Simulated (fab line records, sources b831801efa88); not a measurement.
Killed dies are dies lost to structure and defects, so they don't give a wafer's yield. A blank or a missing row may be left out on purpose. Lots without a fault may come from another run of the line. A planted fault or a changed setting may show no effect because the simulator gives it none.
fab line records	flow sky130
[record] lots = 6	wafers = 18	lastDay = 49
route steps=708 shown LDD_LDN@300 SPACER@304 POLY_CUT@307 PAD_OPEN@708
lots that met no fault: from a run of the same line without faults
startH: start of the lot's first displayed wafer, in hours after the record's first day	waitH: time in hours since the lot's previous step	" as in the row above	L1.1+2: one row covering several wafers at once	- no value present, or no start provided	* or withheld: withheld	< > ~ a bound
route shown NAME@n: NAME is a module with steps in the file, n the number in the route of the first one	usual: the fault-free wafers' mean and standard deviation	same: alike in all rows	chamber/n: place in a boat	sites: readings site by site	_std_site: their standard deviation	_edge_site: inner sites' mean taken away from outer sites' mean	radiusMm: for every site, how far away it sits from the centre of the wafer	mask NAME#n: copy n	behind: the last tool/chamber to shape the wafer	hold: what put the lot on hold/how long, in hours/how the hold closed	device: which transistor (n, p or np) failed to switch	end of line: the route-end tests of the same wafers	step lacking rows: just its recipe	killed: dies that structure and defects cost at the first sort, which is not the same as the wafer's yield	map: the dies of a wafer, with x for killed, . for not killed, _ for no die there
set.NAME: the setting the step ran with; set.NAME@STEP: the setting that earlier step ran with	model.NAME: the simulator's own value behind a step, which no gauge read
lots at selected steps of the route; one table per step, one row per wafer
services: a tool's chamber out of use, with start hour (startH, from the record's first day; less than 0 if before it), hours out, and reason
[[steps]]
[step SKY_LDD_LDN_IMPLANT_11]
[recipe] species = As	energyKev = 15	doseCm2 = 1.25e+13	tiltDeg = withheld	rotationDeg = 293
[step SKY_LDD_LDN_STRIP_12]
[recipe] chemistry = O2/N2	powerW = 1400	pressureMtorr = 1500	platenTempC = withheld	o2FlowSccm = 3000	n2FlowSccm = 300	overashFraction = 0.5
[usual] drypumpMotorCurrentA = 5.4/0.31	oesProductAu = 0.715/0.0044	stripTimeToEndpointS = 14.17/0.042
lot.wafer	tool	chamber	startH	waitH	drypumpMotorCurrentA	oesProductAu	rfHoursCounterH	stripTimeToEndpointS
L682.2	plasmaAsher-01	1	550.31	0.1	5.3	0.721	83	14.23
L682.3	"	1	"	"	5.3	0.717	-	14.21
L682.4	"	0	"	"	5.9	0.711	-	14.21
L683.2	plasmaAsher-02	1	556.12	0.1	5.0	0.715	13	14.19
L683.4	"	0	"	"	5.1	0.713	-	14.20
L683.5	"	1	"	"	5.0	0.715	-	14.17
L687.1	plasmaAsher-02	0	593.88	0.1	5.1	0.713	15	14.14
L687.2	"	1	"	"	5.0	0.719	15	14.19
L687.5	"	1	"	"	5.0	0.708	-	14.17
L688.1	plasmaAsher-01	1	612.77	0.1	5.3	0.722	90	14.14
L688.2	"	0	"	"	5.9	0.712	90	14.12
L688.3	"	0	"	"	5.9	0.716	-	14.14
L689.2	plasmaAsher-01	1	621.43	0.1	5.4	0.716	91	14.17
L689.4	"	1	"	"	5.4	0.720	-	14.19
L689.5	"	1	"	"	5.3	0.718	-	14.17
L696.1	plasmaAsher-02	0	678.17	0.1	5.1	0.717	24	14.17
L696.2	"	1	"	"	5.0	0.720	24	14.13
L696.4	"	0	"	"	5.1	0.717	-	14.13
[step SKY_LDD_LDN_TW_MEAS_13]
[usual] LDD_LDN_TW = 1472/5.7
lot.wafer	tool	chamber	startH	waitH	LDD_LDN_TW
L682.2	filmMetro-01	-	550.42	0.1	1467
L682.3	"	-	"	"	1473
L682.4	"	-	"	"	1465
L683.2	filmMetro-04	-	556.23	0.1	1476
L683.4	"	-	"	"	1481
L683.5	"	-	"	"	1481
L687.1	filmMetro-02	-	593.98	0.1	1475
L687.2	"	-	"	"	1476
L687.5	"	-	"	"	1468
L688.1	filmMetro-02	-	612.87	0.1	1470
L688.2	"	-	"	"	1466
L688.3	"	-	"	"	1466
L689.2	filmMetro-02	-	621.54	0.1	1467
L689.4	"	-	"	"	1465
L689.5	"	-	"	"	1463
L696.1	filmMetro-04	-	678.27	0.1	1460
L696.2	"	-	"	"	1465
L696.4	"	-	"	"	1468
[step SKY_LDD_LDN_CLEAN_14]
[recipe] chemistry = SC1/SC2	mix = 1:4:20	tempC = 70	timeS = 150	dry = n2Spin
[step SKY_SPACER_CVD_00]
[recipe] material = Si3N4	precursor = DCS/NH3	targetThkNm = 43.1	tempC = 770	timeS = 740	pressureMtorr = 250
[step SKY_SPACER_THK_MEAS_01]
[recipe] reads = Si3N4_of_SPACER_CVD_00
[usual] SPACER_CVD_00_THK = 43.2/0.44
lot.wafer	tool	chamber	startH	waitH	SPACER_CVD_00_THK[nm]
L682.2	filmMetro-03	-	551.74	0.0	43.5
L682.3	"	-	"	"	43.1
L682.4	"	-	"	"	43.4
L683.2	filmMetro-01	-	559.42	0.0	43.3
L683.4	"	-	"	"	43.0
L683.5	"	-	"	"	43.4
L687.1	filmMetro-02	-	595.29	0.0	42.4
L687.2	"	-	"	"	42.6
L687.5	"	-	"	"	42.4
L688.1	filmMetro-01	-	614.19	0.0	42.6
L688.2	"	-	"	"	42.3
L688.3	"	-	"	"	42.4
L689.2	filmMetro-03	-	622.86	0.0	43.1
L689.4	"	-	"	"	42.8
L689.5	"	-	"	"	43.3
L696.1	filmMetro-02	-	679.59	0.0	43.4
L696.2	"	-	"	"	43.2
L696.4	"	-	"	"	43.4
[step SKY_SPACER_ETCHBACK_02]
[recipe] chemistry = CH3F/O2	target = Si3N4	stopOn = SiO2	sourceW = 400	biasW = 80	pressureMtorr = 25	ch3fFlowSccm = 40	O2_flow_sccm = 30	timeS = 46.7	targetDepthA = 450
[usual] biasW = 79.99/0.26	drypumpMotorCurrentA = 5.9/0.39	oesProductAu = 0.856/0.0068	rfFwdPowerW = 396.1/1.3	throttleValvePct = 10.563/0.0097
lot.wafer	tool	chamber	startH	waitH	biasW	drypumpMotorCurrentA	oesProductAu	rfFwdPowerW	rfHoursCounterH	throttleValvePct
L682.2	rieDiel-02	3	551.79	0.0	80.06	6.2	0.858	396.8	9	10.554
L682.3	"	0	"	"	79.96	5.6	0.863	397.5	7	10.566
L682.4	"	1	"	"	80.31	6.2	0.860	398.0	10	10.556
L683.2	rieDiel-03	0	559.47	0.0	80.10	6.2	0.853	397.9	13	10.565
L683.4	"	2	"	"	80.09	5.4	0.847	396.1	2	10.556
L683.5	"	0	"	"	79.95	6.2	0.858	396.8	-	10.560
L687.1	rieDiel-01	3	595.35	0.1	80.25	5.5	0.853	394.2	2	10.560
L687.2	"	1	"	"	79.85	5.6	0.840	393.5	66	10.568
L687.5	"	2	"	"	80.23	6.2	0.847	394.6	-	10.548
L688.1	rieDiel-01	0	614.25	0.1	80.00	6.4	0.848	396.4	1	10.566
L688.2	"	1	"	"	79.73	5.6	0.847	394.9	66	10.549
L688.3	"	3	"	"	79.84	5.4	0.854	395.4	3	10.555
L689.2	rieDiel-03	0	622.91	0.0	79.93	6.2	0.848	396.2	15	10.575
L689.4	"	2	"	"	80.53	5.4	0.853	396.4	3	10.547
L689.5	"	2	"	"	79.97	5.4	0.858	396.1	-	10.560
L696.1	rieDiel-02	3	679.65	0.1	79.93	6.2	0.857	398.5	11	10.551
L696.2	"	1	"	"	79.71	6.2	0.858	395.6	12	10.565
L696.4	"	2	"	"	80.05	5.6	0.856	395.3	9	10.554
[step SKY_POLY_CUT_DEHYDRATE_00]
[recipe] tempC = 200	timeS = 60
[step SKY_POLY_CUT_HMDS_01]
[recipe] primeTimeS = 60	primeTempC = 120
[step SKY_POLY_CUT_COAT_02]
[recipe] resist = BARC	tempC = withheld	timeS = withheld	spinRpm = 3000	resistThkNm = 60
[step SKY_POLY_CUT_COAT_03]
[recipe] resist = KrF-thick	spinRpm = 3000	resistThkNm = 450
[step SKY_POLY_CUT_SOFTBAKE_04]
[recipe] tempC = 100	timeS = 90	resist = KrF-thick
[step SKY_POLY_CUT_EXPOSE_05]
[recipe] maskId = NPCM	na = 0.8	sourceShape = annular	sigmaInner = 0.55	sigmaOuter = 0.85	targetCdNm = 270	doseMj = 32
[usual] reticleTempC = 22.98/0.1
[same] na = 0.8	sigmaOuter = 0.85
lot.wafer	tool	chamber	startH	waitH	mask	reticleTempC
L682.2	krfScanner-01	0	566.33	-	NPCM#0	22.96
L682.3	"	0	"	"	NPCM#0	22.86
L682.4	"	0	"	"	NPCM#0	23.00
L683.2	krfScanner-01	0	574.31	-	NPCM#0	22.86
L683.4	"	0	"	"	NPCM#0	22.97
L683.5	"	0	"	"	NPCM#0	22.72
L687.1	krfScanner-01	0	610.69	-	NPCM#0	22.91
L687.2	"	0	"	"	NPCM#0	23.11
L687.5	"	0	"	"	NPCM#0	22.96
L688.1	krfScanner-01	0	628.29	-	NPCM#0	22.94
L688.2	"	0	"	"	NPCM#0	22.94
L688.3	"	0	"	"	NPCM#0	22.94
L689.2	krfScanner-01	0	638.06	-	NPCM#0	23.01
L689.4	"	0	"	"	NPCM#0	23.01
L689.5	"	0	"	"	NPCM#0	23.00
L696.1	krfScanner-02	0	693.76	-	NPCM#0	23.03
L696.2	"	0	"	"	NPCM#0	23.02
L696.4	"	0	"	"	NPCM#0	22.95
[step SKY_POLY_CUT_PEB_06]
[recipe] pebTempC = withheld	pebTimeS = withheld	resist = KrF-thick
[step SKY_POLY_CUT_DEVELOP_07]
[recipe] developTimeS = 60	resist = KrF-thick	devTempC = 21
[step SKY_POLY_CUT_CD_MEAS_08]
[recipe] targetCdNm = 270
[usual] cdNm = 270.3/1.4
lot.wafer	tool	chamber	startH	waitH	cdNm
L682.2	cdSem-01	-	581.01	-	270.9
L682.3	"	-	"	"	272.4
L682.4	"	-	"	"	270.5
L683.2	cdSem-01	-	588.66	-	269.0
L683.4	"	-	"	"	269.3
L683.5	"	-	"	"	268.5
L687.1	cdSem-02	-	624.14	-	270.6
L687.2	"	-	"	"	270.2
L687.5	"	-	"	"	270.1
L688.1	cdSem-02	-	642.84	-	269.6
L688.2	"	-	"	"	266.2
L688.3	"	-	"	"	265.9
L689.2	cdSem-01	-	651.96	-	267.1
L689.4	"	-	"	"	266.7
L689.5	"	-	"	"	271.4
L696.1	cdSem-01	-	707.24	-	270.0
L696.2	"	-	"	"	269.4
L696.4	"	-	"	"	270.0
[step SKY_POLY_CUT_OVL_MEAS_09]
[usual] POLY_CUT_OVL = 1/5.8
lot.wafer	tool	chamber	startH	waitH	POLY_CUT_OVL[nm]
L682.2	overlay-01	-	581.12	0.1	5
L682.3	"	-	"	"	-1
L682.4	"	-	"	"	0
L683.2	overlay-01	-	588.77	0.1	-3
L683.4	"	-	"	"	1
L683.5	"	-	"	"	-8
L687.1	overlay-01	-	624.26	0.1	9
L687.2	"	-	"	"	6
L687.5	"	-	"	"	11
L688.1	overlay-02	-	642.96	0.1	-5
L688.2	"	-	"	"	-1
L688.3	"	-	"	"	-4
L689.2	overlay-02	-	652.07	0.1	2
L689.4	"	-	"	"	3
L689.5	"	-	"	"	6
L696.1	overlay-02	-	707.36	0.1	-12
L696.2	"	-	"	"	3
L696.4	"	-	"	"	-5
[step SKY_POLY_CUT_ETCH_10]
[recipe] chemistry = N2/H2	target = BARC	ionEnergyEv = 200	sourceW = 500	biasW = 100	pressureMtorr = 30	n2FlowSccm = 100	h2FlowSccm = 200	stopOn = SiO2	timeS = 45.9	targetDepthA = 600
[usual] biasW = 100.1/0.3	drypumpMotorCurrentA = 6.0/0.37	oesProductAu = 0.856/0.0046	rfFwdPowerW = 494.9/2.3	throttleValvePct = 13.224/0.0085
lot.wafer	tool	chamber	startH	waitH	biasW	drypumpMotorCurrentA	oesProductAu	rfFwdPowerW	rfHoursCounterH	throttleValvePct	model.POLY_CUT.cdNm
L682.2	rieDiel-01	3	581.15	0.0	100.6	5.5	0.855	497.4	2	13.223	272.2
L682.3	"	0	"	"	100.3	6.5	0.863	496.1	0	13.220	272.7
L682.4	"	1	"	"	100.5	5.7	0.854	493.4	66	13.226	270.5
L683.2	rieDiel-01	2	588.80	0.0	99.6	6.2	0.855	495.3	3	13.239	267.3
L683.4	"	3	"	"	99.8	5.5	0.855	493.1	2	13.221	269.4
L683.5	"	2	"	"	100.1	6.3	0.851	496.3	-	13.218	267.6
L687.1	rieDiel-02	0	624.30	0.0	99.7	5.5	0.858	497.1	9	13.210	270.9
L687.2	"	2	"	"	99.7	5.6	0.859	494.3	8	13.224	270.3
L687.5	"	0	"	"	100.1	5.6	0.859	497.0	-	13.216	270.5
L688.1	rieDiel-02	0	643.00	0.0	100.2	5.6	0.851	494.2	9	13.227	269.7
L688.2	"	3	"	"	99.8	6.2	0.854	496.3	10	13.225	266.8
L688.3	"	1	"	"	100.1	6.2	0.856	497.4	12	13.221	267.7
L689.2	rieDiel-04	2	652.10	0.0	100.3	5.4	0.854	496.5	4	13.222	266.5
L689.4	"	3	"	"	99.7	5.9	0.862	494.5	5	13.244	266.5
L689.5	"	1	"	"	100.0	5.9	0.856	494.3	-	13.214	271.6
L696.1	rieDiel-02	0	707.39	0.0	100.4	5.6	0.854	494.7	10	13.231	270.4
L696.2	"	3	"	"	100.2	6.2	0.857	494.7	12	13.232	270.8
L696.4	"	1	"	"	100.0	6.2	0.862	495.3	-	13.225	270.7
[step SKY_POLY_CUT_ETCH_11]
[recipe] target = Si3N4	chemistry = CF4/CH2F2/Ar	stopOn = poly-Si	sourceW = 600	biasW = 150	pressureMtorr = 40	cf4FlowSccm = 40	ch2f2FlowSccm = 20	Ar_flow_sccm = 150	timeS = 42.5	targetDepthA = 600
[usual] biasW = 150.0/0.45	ch2f2FlowSccm = 19.99/0.059	drypumpMotorCurrentA = 6.0/0.37	oesProductAu = 0.829/0.0061	rfFwdPowerW = 593.5/2.4	throttleValvePct = 14.995/0.0097
lot.wafer	tool	chamber	startH	waitH	biasW	ch2f2FlowSccm	drypumpMotorCurrentA	oesProductAu	rfFwdPowerW	rfHoursCounterH	throttleValvePct	model.POLY_CUT.cdNm
L682.2	rieDiel-01	3	581.19	0.0	150.1	20.09	5.4	0.826	593.9	2	15.003	272.1
L682.3	"	0	"	"	149.7	19.93	6.4	0.828	592.7	0	14.988	272.8
L682.4	"	1	"	"	149.4	19.90	5.6	0.820	591.5	66	14.989	270.5
L683.2	rieDiel-01	2	588.84	0.0	150.3	19.85	6.3	0.831	596.2	3	15.001	267.4
L683.4	"	3	"	"	150.1	19.96	5.5	0.829	588.8	2	14.996	269.3
L683.5	"	2	"	"	150.1	20.00	6.3	0.831	598.0	-	14.990	267.6
L687.1	rieDiel-02	0	624.34	0.0	149.7	20.04	5.6	0.830	595.0	9	14.996	270.8
L687.2	"	2	"	"	150.3	19.92	5.6	0.839	587.5	8	14.992	270.3
L687.5	"	0	"	"	149.4	19.93	5.6	0.832	592.9	-	14.982	270.4
L688.1	rieDiel-02	0	643.04	0.0	149.7	19.99	5.6	0.842	596.0	9	15.008	269.6
L688.2	"	3	"	"	149.6	19.95	6.2	0.836	595.6	10	15.006	266.9
L688.3	"	1	"	"	149.7	20.09	6.2	0.832	597.1	12	15.007	267.8
L689.2	rieDiel-04	2	652.14	0.0	150.2	20.01	5.4	0.833	593.2	4	14.978	266.4
L689.4	"	3	"	"	149.7	19.93	5.9	0.821	591.0	5	15.000	266.7
L689.5	"	1	"	"	150.6	20.01	5.9	0.827	594.4	-	14.992	271.5
L696.1	rieDiel-02	0	707.43	0.0	150.4	20.09	5.6	0.829	593.7	10	15.011	270.4
L696.2	"	3	"	"	150.0	20.03	6.2	0.829	598.1	12	14.994	270.9
L696.4	"	1	"	"	150.3	19.88	6.2	0.821	593.9	-	15.000	270.7
[step SKY_POLY_CUT_STRIP_12]
[recipe] chemistry = O2/N2	powerW = 1400	pressureMtorr = 1500	platenTempC = withheld	o2FlowSccm = 3000	n2FlowSccm = 300	overashFraction = 0.5
[usual] drypumpMotorCurrentA = 5.5/0.46	oesProductAu = 0.453/0.0047	stripTimeToEndpointS = 5.364/0.016
lot.wafer	tool	chamber	startH	waitH	drypumpMotorCurrentA	oesProductAu	rfHoursCounterH	stripTimeToEndpointS
L682.2	plasmaAsher-03	0	581.23	0.0	5.5	0.461	71	5.361
L682.3	"	0	"	"	5.5	0.444	-	5.342
L682.4	"	1	"	"	6.4	0.450	-	5.360
L683.2	plasmaAsher-01	1	588.88	0.0	5.4	0.448	87	5.350
L683.4	"	1	"	"	5.4	0.456	-	5.337
L683.5	"	1	"	"	5.4	0.449	-	5.325
L687.1	plasmaAsher-02	1	624.38	0.0	5.0	0.454	18	5.357
L687.2	"	0	"	"	5.1	0.450	18	5.356
L687.5	"	1	"	"	5.0	0.461	-	5.373
L688.1	plasmaAsher-01	1	643.08	0.0	5.3	0.453	93	5.364
L688.2	"	0	"	"	5.9	0.456	93	5.352
L688.3	"	1	"	"	5.4	0.444	-	5.356
L689.2	plasmaAsher-02	0	652.18	0.0	5.1	0.458	21	5.399
L689.4	"	1	"	"	5.0	0.449	-	5.389
L689.5	"	1	"	"	5.0	0.456	-	5.401
L696.1	plasmaAsher-03	0	707.47	0.0	5.5	0.462	84	5.362
L696.2	"	1	"	"	6.4	0.455	84	5.382
L696.4	"	0	"	"	5.5	0.456	-	5.361
[step SKY_PAD_OPEN_PROBE_99]
[usual] killed_at_M0_to_M3 = 44/7.8	killed_at_M4_up = 3.1/1.7	killedAtContacts = 25/5.1	killedAtFrontEnd = 15/4.4	killedAtOther = 0.5/0.68	killedDies = 88/9.9	killedOpen = 48/6.9	killedShort = 39/6.5
[same] grossDies = 492	killedAtBackSide = 0
lot.wafer	tool	chamber	startH	waitH	killed_at_M0_to_M3	killed_at_M4_up	killedAtContacts	killedAtFrontEnd	killedAtOther	killedDies	killedOpen	killedShort
L682.2	prober-01	-	1090.13	0.1	55	1	28	8	0	92	57	35
L682.3	prober-01	-	1090.18	0.2	51	5	25	9	0	90	47	43
L682.4	prober-01	-	1090.23	0.2	37	0	35	11	0	83	50	33
L683.2	prober-02	-	1094.41	0.1	45	2	25	10	1	83	48	35
L683.4	prober-02	-	1094.51	0.2	45	2	22	16	0	85	49	36
L683.5	prober-02	-	1094.56	0.2	53	2	23	19	2	99	61	38
L687.1	prober-02	-	1119.94	0.1	48	4	21	11	0	84	47	37
L687.2	prober-02	-	1119.99	0.1	49	4	21	18	0	92	52	38
L687.5	prober-02	-	1120.14	0.2	29	3	32	17	0	81	48	33
L688.1	prober-01	-	1132.59	0.1	46	3	26	21	1	97	49	47
L688.2	prober-01	-	1132.64	0.1	36	5	28	13	0	82	51	31
L688.3	prober-01	-	1132.69	0.2	49	3	22	19	0	93	53	40
L689.2	prober-02	-	1142.37	0.1	38	5	27	18	2	90	49	40
L689.4	prober-02	-	1142.47	0.2	46	4	29	11	0	90	54	35
L689.5	prober-02	-	1142.52	0.2	28	4	32	18	0	82	48	34
L696.1	prober-01	-	1174.57	0.1	51	3	24	17	0	95	55	40
L696.2	prober-01	-	1174.62	0.1	38	5	27	16	0	86	53	33
L696.4	prober-01	-	1174.72	0.2	47	2	30	19	0	98	55	42
// killed by level:class
L682.2 VIA3:geometricParticle:open=12 VIA1:geometricParticle:open=11 LI_CONTACT:geometricParticle:open=10 CONTACT:geometricParticle:open=9 VIA1:geometricParticle:short=7 METAL1:geometricParticle:short=5 VIA3:geometricParticle:short=5 LI_CONTACT:geometricParticle:short=4
L682.3 VIA1:geometricParticle:open=10 VIA2:geometricParticle:open=9 LI_CONTACT:geometricParticle:open=8 CONTACT:geometricParticle:open=8 VIA1:geometricParticle:short=6 METAL2:geometricParticle:short=6 VIA2:geometricParticle:short=6 CONTACT:geometricParticle:short=5
L682.4 CONTACT:geometricParticle:open=16 LI_CONTACT:geometricParticle:open=11 VIA1:geometricParticle:open=10 VIA2:geometricParticle:open=7 FIELD_ISO:geometricParticle:short=5 POLY_GATE:geometricParticle:short=4 VIA1:geometricParticle:short=4 LI_CONTACT:geometricParticle:short=3
L683.2 VIA1:geometricParticle:open=12 CONTACT:geometricParticle:open=11 LI_CONTACT:geometricParticle:open=7 VIA3:geometricParticle:open=6 METAL3:geometricParticle:short=6 POLY_GATE:geometricParticle:open=4 VIA2:geometricParticle:open=4 METAL1:geometricParticle:short=4
L683.4 VIA1:geometricParticle:open=9 CONTACT:geometricParticle:open=8 VIA2:geometricParticle:open=8 VIA3:geometricParticle:open=8 METAL2:geometricParticle:short=6 FIELD_ISO:geometricParticle:short=5 LI_CONTACT:geometricParticle:open=5 FIELD_ISO:geometricParticle:open=4
L683.5 VIA1:geometricParticle:open=16 CONTACT:geometricParticle:open=9 VIA2:geometricParticle:open=9 VIA3:geometricParticle:open=6 FIELD_ISO:geometricParticle:open=5 LOCAL_INTERCONNECT:geometricParticle:short=5 VIA2:geometricParticle:short=5 METAL3:geometricParticle:short=5
L687.1 CONTACT:geometricParticle:open=11 VIA1:geometricParticle:open=7 VIA2:geometricParticle:open=7 LI_CONTACT:geometricParticle:open=5 METAL1:geometricParticle:short=5 METAL2:geometricParticle:open=5 METAL2:geometricParticle:short=5 VIA3:geometricParticle:short=5
L687.2 VIA1:geometricParticle:open=11 CONTACT:geometricParticle:open=10 VIA3:geometricParticle:open=7 FIELD_ISO:geometricParticle:short=5 LI_CONTACT:geometricParticle:open=5 METAL1:geometricParticle:short=5 VIA2:geometricParticle:open=5 METAL2:geometricParticle:short=4
L687.5 CONTACT:geometricParticle:open=12 LI_CONTACT:geometricParticle:open=9 VIA1:geometricParticle:open=9 VIA3:geometricParticle:open=6 FIELD_ISO:geometricParticle:short=5 LOCAL_INTERCONNECT:geometricParticle:short=5 CONTACT:geometricParticle:short=5 METAL2:geometricParticle:short=5
L688.1 FIELD_ISO:geometricParticle:short=8 METAL1:geometricParticle:short=8 CONTACT:geometricParticle:open=7 LI_CONTACT:geometricParticle:open=7 VIA1:geometricParticle:open=7 VIA2:geometricParticle:open=7 CONTACT:geometricParticle:short=6 VIA3:geometricParticle:open=6
L688.2 CONTACT:geometricParticle:open=10 VIA2:geometricParticle:open=9 LI_CONTACT:geometricParticle:open=8 VIA3:geometricParticle:open=7 VIA1:geometricParticle:open=7 CONTACT:geometricParticle:short=6 FIELD_ISO:geometricParticle:open=4 SPACER:geometricParticle:short=4
L688.3 VIA2:geometricParticle:open=15 VIA1:geometricParticle:open=11 FIELD_ISO:geometricParticle:short=8 LI_CONTACT:geometricParticle:open=6 CONTACT:geometricParticle:open=6 VIA2:geometricParticle:short=6 VIA3:geometricParticle:open=5 LI_CONTACT:geometricParticle:short=4
L689.2 CONTACT:geometricParticle:open=15 VIA1:geometricParticle:open=9 METAL1:geometricParticle:short=8 FIELD_ISO:geometricParticle:open=7 LI_CONTACT:geometricParticle:open=5 POLY_GATE:geometricParticle:short=4 VIA2:geometricParticle:open=4 CONTACT:geometricParticle:short=4
L689.4 LI_CONTACT:geometricParticle:open=12 CONTACT:geometricParticle:open=9 VIA1:geometricParticle:open=7 METAL1:geometricParticle:short=7 VIA3:geometricParticle:open=7 VIA2:geometricParticle:open=6 METAL2:geometricParticle:short=6 CONTACT:geometricParticle:short=4
L689.5 CONTACT:geometricParticle:open=10 VIA1:geometricParticle:open=10 CONTACT:geometricParticle:short=8 FIELD_ISO:geometricParticle:open=7 LI_CONTACT:geometricParticle:open=6 LOCAL_INTERCONNECT:geometricParticle:short=6 FIELD_ISO:geometricParticle:short=5 VIA1:geometricParticle:short=4
L696.1 VIA1:geometricParticle:open=12 VIA3:geometricParticle:open=10 CONTACT:geometricParticle:open=8 LI_CONTACT:geometricParticle:open=7 VIA2:geometricParticle:open=7 POLY_GATE:geometricParticle:short=6 POLY_GATE:geometricParticle:open=5 VIA2:geometricParticle:short=5
L696.2 VIA1:geometricParticle:open=11 VIA3:geometricParticle:open=10 CONTACT:geometricParticle:open=9 LI_CONTACT:geometricParticle:open=7 POLY_GATE:geometricParticle:open=5 CONTACT:geometricParticle:short=5 METAL3:geometricParticle:short=4 METAL2:geometricParticle:short=4
L696.4 LI_CONTACT:geometricParticle:open=12 CONTACT:geometricParticle:open=9 VIA2:geometricParticle:open=8 VIA1:geometricParticle:open=7 VIA1:geometricParticle:short=6 VIA3:geometricParticle:open=6 METAL1:geometricParticle:short=5 FIELD_ISO:geometricParticle:short=4
[[services]]
tool	chamber	startH	hours	kind
rieDiel-04	0	529.25	2.8	repair
plasmaAsher-01	-	529.69	15.6	pm
plasmaAsher-01	-	545.44	0.4	repair
krfScanner-01	-	557.95	1.3	pm
krfScanner-02	-	559.53	1.0	pm
rieDiel-01	3	559.80	11.8	repair
krfScanner-02	-	563.75	0.8	pm
rieDiel-01	0	564.58	15.0	repair
plasmaAsher-03	-	565.38	2.7	repair
plasmaAsher-02	-	569.71	14.6	pm
krfScanner-02	-	588.15	1.3	pm
plasmaAsher-02	-	590.06	3.1	repair
plasmaAsher-01	-	615.63	0.5	repair
rieDiel-04	1	636.73	11.3	repair
rieDiel-03	-	638.52	1.6	repair
rieDiel-01	0	641.26	14.0	repair
krfScanner-01	-	672.54	0.8	pm
rieDiel-03	-	673.81	14.6	pm
rieDiel-04	2	676.71	61.2	repair
rieDiel-01	0	683.98	3.8	repair
krfScanner-01	-	684.63	4.0	pm
krfScanner-01	-	690.90	1.0	pm
rieDiel-02	-	703.94	2.8	pm
rieDiel-02	2	707.04	12.0	repair
[[key]]
[firstSign] step = SKY_POLY_CUT_CD_MEAS_08	reading = cdNm	direction = down	sigmas = 1.7	usual = 270.3	struck = 267.8	wafersMoved = 4
effect none on later readings
[modelEffect] step = SKY_POLY_CUT_ETCH_10	value = POLY_CUT.cdNm	without = 271.5	struck = 268.1
[modelEffect] step = SKY_POLY_CUT_ETCH_11	value = POLY_CUT.cdNm	without = 271.5	struck = 268.2
metAt SKY_POLY_CUT_EXPOSE_05
struckWafers L688.1,L688.2,L688.3,L689.2,L689.4,L689.5
testerLeftOut L688,L689
onsetBetween 610.69 628.29
alsoFits SKY_LDD_LDN_STRIP_12:plasmaAsher-01
[fault] kind = processParameterDrift	tool = krfScanner-01	chamber = -	onsetH = 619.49	steps = SKY_POLY_CUT_EXPOSE_05	channel = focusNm	offset = 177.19	spreadByWafer = 0.3	shape = step	endH = 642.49
// testerLeftOut: of these lots the tester's yield and bins aren't shown, on N5 and GAA mostly nor the transistor test; their killed dies are dies lost to structure and defects alone, not to doping, threshold or leakage, so they don't give the yield
